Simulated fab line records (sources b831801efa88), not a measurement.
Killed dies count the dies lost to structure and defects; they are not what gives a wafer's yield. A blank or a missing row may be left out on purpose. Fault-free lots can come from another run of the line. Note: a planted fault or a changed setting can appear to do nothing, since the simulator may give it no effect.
Comparing a struck lot with a sound one	flow sfq_line	17 out of 325 route steps
Sound: these wafers, L958.2, L958.4, L958.6. Wafers struck: L945.4, L945.6. The cause is given at the end.
Per side, at each step with rows, come the tool, then ch with its chambers, and then its first start. Under that, the readings that differ: sound wafers	struck wafers	difference of the means	sigmas: that difference in standard deviations of wafers without a fault.
alike: a reading whose means differ by less than 2 such deviations, as well as words and numbers matching on both sides. not compared: withheld readings; readings where some wafer has no value; bounds like >300 that might hide an equal value; numbers whose values overlap and for which the record gives no deviation.
The two part at a step that has a row with sigmas, a row that says differs or no value, or rows on one side only. Non-overlapping numbers with no deviation appear without sigmas and do not part them. Lack of a reading on every wafer of one side parts them only where that side has two or more wafers.

SFQ_TRILAYER_I1_VIA_BARC_OPEN_VIA_ETCH_071: etches BARC in O2, target depth 125 nm, time 41.7 s.
  sound on rie_diel-01 ch 1,2, day 34 03:32; struck on rie_diel-02 ch 1,3, day 26 21:29
  alike: drypump_motor_current_A, oes_product_au
  not compared: rf_hours_counter_h
SFQ_TRILAYER_I1_VIA_ETCH_VIA_ETCH_052: etches SiO2 in CHF3, stops on Nb, target depth 260 nm.
  sound on rie_diel-01 ch 1,2, day 34 03:35; struck on rie_diel-02 ch 1,3, day 26 21:31
  alike: drypump_motor_current_A, oes_product_au
SFQ_TRILAYER_I1_VIA_STRIP_STRIP_053: strips in O2.
  sound on rie_metal-01 ch 1, day 34 03:41; struck on rie_metal-02 ch 0, day 26 21:50
  alike: drypump_motor_current_A, he_backside_leak_sccm, oes_product_au
  not compared: rf_hours_counter_h
then, 2 steps without rows for these wafers: SFQ_TRILAYER_I1_VIA_STRIP_SOLV_CLEAN_054 (cleans in NMP, time 600 s); SFQ_TRILAYER_M2_DEP_PRE_CLEAN_056 (time 22.5 s).
SFQ_TRILAYER_M2_DEP_SPUTTER_055: material Nb, target thk 200 nm, time 133.3 s.
  sound on pvd_sputter-05, day 34 04:31; struck on pvd_sputter-05, day 26 22:26
  alike: resputter_cathode_voltage_v, throttle_valve_pct
SFQ_M2_RS_MEAS_914: measurement is done with a four-point probe.
  sound on film_metro-02, day 34 04:37; struck on film_metro-01, day 26 22:36
  alike: M2_NB_RS
then, 4 steps without rows for these wafers: SFQ_TRILAYER_M2_LITHO_COAT_062 (resist thk 62 nm); SFQ_TRILAYER_M2_LITHO_COAT_057 (resist thk 600 nm); SFQ_TRILAYER_M2_LITHO_SOFTBAKE_061; SFQ_TRILAYER_M2_LITHO_EXPOSE_058 (exposes mask M2, target cd 500 nm).
-- the record jumps here: 7 days lie between the struck wafers' starts before and after --
SFQ_TRILAYER_M2_LITHO_PEB_060: peb time 60 s.
  sound on litho_track-03 ch 0, day 39 19:34; struck on litho_track-03 ch 0, day 33 10:55
reading	sound	struck	difference	sigmas
heater_power_total_W (W)	79.11 79.04 79.19	80.58 80.51	+1.43	+21
then, 1 step without rows for these wafers: SFQ_TRILAYER_M2_LITHO_DEVELOP_059 (time 60 s).
SFQ_M2_OVL_MEAS_916:
  sound on overlay-02, day 39 19:51; struck on overlay-02, day 33 11:10
reading	sound	struck	difference	sigmas
M2_OVL (nm)	-8 -10 -5	5 8	+14	+3
SFQ_TRILAYER_M2_BARC_OPEN_METAL_ETCH_077: etches BARC in O2, target depth 125 nm, time 41.7 s.
  sound on rie_metal-01 ch 0, day 39 19:53; struck on rie_metal-02 ch 0,1, day 33 11:13
reading	sound	struck	difference	sigmas
model.M2.cd_nm (nm)	500.9 501.6 501.7	505.4 505.9	+4.2	
  alike: drypump_motor_current_A, he_backside_leak_sccm, oes_product_au
  not compared: rf_hours_counter_h
SFQ_TRILAYER_M2_ETCH_METAL_ETCH_060: etches Nb in Cl2/Ar, stops on SiO2, target depth 240 nm, time 120 s.
  sound on rie_metal-01 ch 0, day 39 19:56; struck on rie_metal-02 ch 0,1, day 33 11:17
reading	sound	struck	difference	sigmas
model.M2.cd_nm (nm)	499.9 500.7 499.6	507.4 507	+7.1	
  alike: drypump_motor_current_A, he_backside_leak_sccm, oes_product_au
  not compared: rf_hours_counter_h
SFQ_TRILAYER_M2_STRIP_STRIP_061: strips in O2.
  sound on rie_metal-01 ch 0, day 39 20:04; struck on rie_metal-02 ch 0,1, day 33 11:34
  alike: drypump_motor_current_A, he_backside_leak_sccm, oes_product_au
  not compared: rf_hours_counter_h

WHERE THEY PART
Last at SFQ_M2_OVL_MEAS_916 as far as this record goes, first at SFQ_TRILAYER_M2_LITHO_PEB_060. Later steps at which nothing parts them and some readings are alike: SFQ_TRILAYER_M2_BARC_OPEN_METAL_ETCH_077, SFQ_TRILAYER_M2_ETCH_METAL_ETCH_060, SFQ_TRILAYER_M2_STRIP_STRIP_061.

WHY: whatever the simulator had introduced
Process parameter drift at SFQ_TRILAYER_M2_LITHO_PEB_060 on litho_track-03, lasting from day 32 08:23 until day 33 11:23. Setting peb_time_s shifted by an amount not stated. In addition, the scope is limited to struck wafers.
